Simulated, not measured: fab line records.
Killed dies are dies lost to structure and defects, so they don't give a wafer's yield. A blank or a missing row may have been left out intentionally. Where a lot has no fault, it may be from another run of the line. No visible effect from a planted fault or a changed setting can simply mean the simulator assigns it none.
Problem report, 8D (eight disciplines) form, completed by code || flow sky130 || the parts of the form that need people (team, actions taken, sign-off) are left out

1. THE ISSUE
Wafers free of any fault read 74.7 nm (standard deviation 0.55) for POLY_GATE_CVD_03_THK at SKY_POLY_GATE_THK_MEAS_04, against a mean of 54.1 nm on 12 wafers of 4 lots. That puts it -37 standard deviations away from the usual mean.
First observed at day 21 21:18: wafer L813.1, on film metro-03. Wafers with a number at this step in the record: 30, from 10 lots. The rule behind "out" and "out of limits": a value lying over 4 standard deviations away from the usual mean. Any other wafer with a number is counted as sound.

2. WHAT IT IS; WHAT IT IS NOT
{"question": "which readings at this step", "is": "POLY_GATE_CVD_03_THK", "is not": "-"}
{"question": "which lots", "is": "L813, L814, L815, L816", "is not": "L795, L796, L799, L800, L804, L810"}
{"question": "which wafers of those lots", "is": "all that have a number", "is not": "-"}
{"question": "read on which gauges", "is": "film metro-01, film metro-03, film metro-04", "is not": "-"}
{"question": "when", "is": "from day 21 21:18", "is not": "up to then (18 sound wafers)"}

3. THE SUSPECTS, EACH WITH WHAT RULES IT OUT
Counting: a tool at any process step up to the reading remains a suspect when it ran all the lots that are out and ran no sound lot after the first of those.
- the gauge at SKY_POLY_GATE_THK_MEAS_04 has been ruled out. Those wafers that are out were read across 3 gauges (film metro-01, film metro-03, film metro-04).
- lpcvd-02 at SKY_POLY_GATE_CVD_03 (deposits Si3N4 from DCS/NH3, target thk 75 nm, time 1290 s): kept. It ran every lot that is out, first L813 (day 21 19:56), and no sound lot after that; its last sound lot up to then is L810 (day 20 12:35).
The count leaves lpcvd-02 at SKY_POLY_GATE_CVD_03.

4. THE CAUSE (what the simulator had put in)
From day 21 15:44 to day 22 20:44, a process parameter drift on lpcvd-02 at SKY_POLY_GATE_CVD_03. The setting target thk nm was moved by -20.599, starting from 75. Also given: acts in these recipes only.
After counting, this tool was the only one left.

5. THE EFFECT CHAIN, in route order
Rows list readings where the struck wafers' mean (over those with a number) sits beyond 3 standard deviations from the usual. Scope: only readings with a usual standard deviation given in the record; hours: median across lots of the time from each lot's start at the first step in this table that gives one to its start at this step; sigmas: change in usual standard deviations.
{"hours": 0, "step": "SKY_POLY_GATE_THK_MEAS_04", "reading": "POLY_GATE_CVD_03_THK", "usual": "74.7 nm", "on struck wafers": 54.1, "change": -20.6, "sigmas": -37}
{"hours": 31, "step": "SKY_POLY_GATE_ETCH_16", "reading": "oes product au", "usual": "0.640 a.u.", "on struck wafers": 0.569, "change": -0.071, "sigmas": -15}
{"hours": 209, "step": "SKY_POLY_CUT_ETCH_11", "reading": "oes product au", "usual": "0.827 a.u.", "on struck wafers": 0.702, "change": -0.125, "sigmas": -24}
Its process steps:
- SKY_POLY_GATE_ETCH_16: etches Si3N4 in CH3F/O2, stops on poly-Si, time 147.5 s, target depth 75 nm.
- SKY_POLY_CUT_ETCH_11: etches Si3N4 in CF4/CH2F2/Ar, stops on poly-Si, time 42.5 s, target depth 60 nm.
At these later measuring or inspecting steps, every struck wafer for which the step has a row has a number for every such reading, and none has moved that far: SKY_LDD_N_OVL_MEAS_07, SKY_CONTACT_BOW_MEAS_05.

6. HOW IT WOULD HAVE BEEN CAUGHT EARLIER
6 hours passed between the start of the fault at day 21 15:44 and the first reading out of limits at a measuring or inspecting step in this record, taken at day 21 21:18.
An alarm limit of 4 standard deviations would not have fired on the tool readings at SKY_POLY_GATE_CVD_03 for which the record gives a usual standard deviation, since none of them was out on any struck wafer.
L814, L815, L816, from the lots that are out (4), started SKY_POLY_GATE_CVD_03 on lpcvd-02 later than day 21 21:18. A hold on the tool at that time would have spared those 3.
